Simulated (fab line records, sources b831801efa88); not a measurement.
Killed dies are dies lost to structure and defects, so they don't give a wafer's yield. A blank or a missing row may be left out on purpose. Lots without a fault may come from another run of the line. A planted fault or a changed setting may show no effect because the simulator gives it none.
Problem report in the 8D (eight disciplines) form, filled by code | flow sky130 | the parts of the form that need people (team, actions taken, sign-off) are left out

1. THE PROBLEM
beam_on_s at SKY_NWELL_IMPLANT_13 reads a mean of 11.28 s on 5 wafers of 2 lots; wafers without a fault read 9.95 s with a standard deviation of 0.22. That is +6.1 standard deviations from the usual mean.
First seen on wafer L306.3, day 8 04:07, on implanter-03. The record holds 32 wafers of 11 lots with a number at this step. Rule for "out", or "out of limits": more than 4 standard deviations from the usual mean. The other wafers with a number count as sound.

2. WHAT IT IS AND WHAT IT IS NOT
question                    | is                            | is not
which readings at this step | beam_on_s, faraday_current_uA | dose_ions_cm2
which lots                  | L306, L309                    | L291, L292, L293, L294, L295, L296, L297, L311, L312
which wafers of those lots  | all that have a number        | -
read on which tools         | implanter-03                  | implanter-01, implanter-02
when                        | from day 8 04:07              | up to then (21 sound wafers); but 6 sound wafers of L311, L312 came after

3. SUSPECTS, AND WHAT RULES EACH OUT
Counting: a tool at a process step up to the reading stays a suspect if it ran every lot that is out and no sound lot after the first of them.
- implanter-03 at SKY_NWELL_IMPLANT_13: kept. It ran every lot that is out, first L306 (day 8 04:07), and no sound lot after that; its last sound lot up to then is L292 (day 4 16:28). Its own readings are out on those wafers: beam_on_s, faraday_current_uA.
Left after counting: implanter-03 at SKY_NWELL_IMPLANT_13.

4. THE CAUSE (what the simulator had put in)
Process parameter drift: implanter-03, from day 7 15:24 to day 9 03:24, at SKY_NWELL_IMPLANT_13. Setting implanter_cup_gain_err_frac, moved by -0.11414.
Counting left only this tool.

5. THE CHAIN OF EFFECTS, in route order
Each row: a reading whose mean over the struck wafers that have a number lies more than 3 standard deviations from the usual. Only readings for which the record gives a usual standard deviation are gone through. hours: the time from each lot's start at the first step in this table that gives one to its start at this step, as a median over the lots. sigmas: the change in usual standard deviations.
hours | step                 | reading            | usual  | on struck wafers | change | sigmas
0     | SKY_NWELL_IMPLANT_13 | beam_on_s          | 9.95 s | 11.28            | +1.33  | +6.1
0     | SKY_NWELL_IMPLANT_13 | faraday_current_uA | 3.97   | 3.49             | -0.48  | -5.6
The process steps in it:
- SKY_NWELL_IMPLANT_13

6. WHAT WOULD HAVE CAUGHT IT SOONER
In this record the first reading out of limits was taken at day 8 04:07, 13 hours after the fault began at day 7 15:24.
